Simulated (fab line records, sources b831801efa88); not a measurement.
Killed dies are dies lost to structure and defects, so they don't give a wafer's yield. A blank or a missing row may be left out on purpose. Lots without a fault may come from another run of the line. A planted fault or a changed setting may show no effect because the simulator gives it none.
A struck lot beside a sound one | flow sky130 | 17 steps out of a route of 708
Sound: wafers L392.1, L392.2, L392.6. Struck: wafers L385.1, L385.5, L385.6. The cause comes at the end.
At each step with rows: each side's tool, then ch and its chambers, then its first start. Under that, the readings that differ: sound wafers | struck wafers | difference of the means | sigmas: that difference in standard deviations of wafers without a fault.
alike: readings whose means differ by less than 2 such deviations, and words and numbers that are the same on both sides. not compared: withheld readings, readings that some wafer has no value for, bounds like >300 that may hide the same value, and numbers for which the record gives no deviation and whose values overlap.
The two part at a step that has a row with sigmas, a row that says differs or no value, or rows on one side only. Numbers that don't overlap but have no deviation are shown without sigmas and don't part them. A reading that every wafer of one side lacks parts them only if that side has two wafers or more.

first, 1 step without rows for these wafers: SKY_LDD_HVP_IMPLANT_08.
SKY_LDD_HVP_STRIP_09: strips in O2/N2.
  sound on plasma_asher-01 ch 0,1, day 28 12:24; struck on plasma_asher-02 ch 0,1, day 26 14:49
  alike: drypump_motor_current_A, o2_flow_sccm, oes_product_au, strip_time_to_endpoint_s
  not compared: rf_hours_counter_h
SKY_LDD_HVP_TW_MEAS_10:
  sound on film_metro-03, day 28 12:30; struck on film_metro-03, day 26 14:55
  alike: LDD_HVP_TW
then, 7 steps without rows for these wafers: SKY_LDD_LDN_DEHYDRATE_00 (time 60 s); SKY_LDD_LDN_HMDS_01 (prime time 60 s); SKY_LDD_LDN_COAT_02 (resist thk 1140 nm); SKY_LDD_LDN_SOFTBAKE_03 (time 60 s); SKY_LDD_LDN_EXPOSE_04 (exposes mask LDNTM, target cd 700 nm); SKY_LDD_LDN_PEB_05; SKY_LDD_LDN_DEVELOP_06 (develop time 60 s).
SKY_LDD_LDN_OVL_MEAS_07:
  sound on overlay-02, day 29 17:19; struck on overlay-02, day 27 20:12
  reading          | sound          | struck      | difference | sigmas
  LDD_LDN_OVL (nm) | -1.7 -1.2 -0.7 | 2.1 0.9 2.0 | +2.9       | +2
then, 1 step without rows for these wafers: SKY_LDD_LDN_IMPLANT_08.
SKY_LDD_LDN_IMPLANT_09:
  sound on implanter-04 ch 0, day 29 17:30; struck on implanter-01, day 27 20:23
  no value came back on the struck wafers for any of 6 readings (beam_energy_keV, beam_on_s (s) and others); on the sound wafers beam_energy_keV reads 14.998 15.003 14.998
then, 2 steps without rows for these wafers: SKY_LDD_LDN_IMPLANT_10; SKY_LDD_LDN_IMPLANT_11.
SKY_LDD_LDN_STRIP_12: strips in O2/N2.
  sound on plasma_asher-01 ch 0,1, day 29 17:57; struck on plasma_asher-04 ch 0,1, day 27 20:50
  alike: drypump_motor_current_A, o2_flow_sccm, oes_product_au, strip_time_to_endpoint_s
  not compared: rf_hours_counter_h
SKY_LDD_LDN_TW_MEAS_13:
  sound on film_metro-01, day 29 18:03; struck on film_metro-04, day 27 21:10
  reading    | sound          | struck         | difference | sigmas
  LDD_LDN_TW | 1471 1476 1480 | 1348 1352 1353 | -125       | -13
  not compared: hold

WHERE THEY PART
First at SKY_LDD_LDN_OVL_MEAS_07; last, within this record, at SKY_LDD_LDN_TW_MEAS_13.

WHY: what the simulator had put in
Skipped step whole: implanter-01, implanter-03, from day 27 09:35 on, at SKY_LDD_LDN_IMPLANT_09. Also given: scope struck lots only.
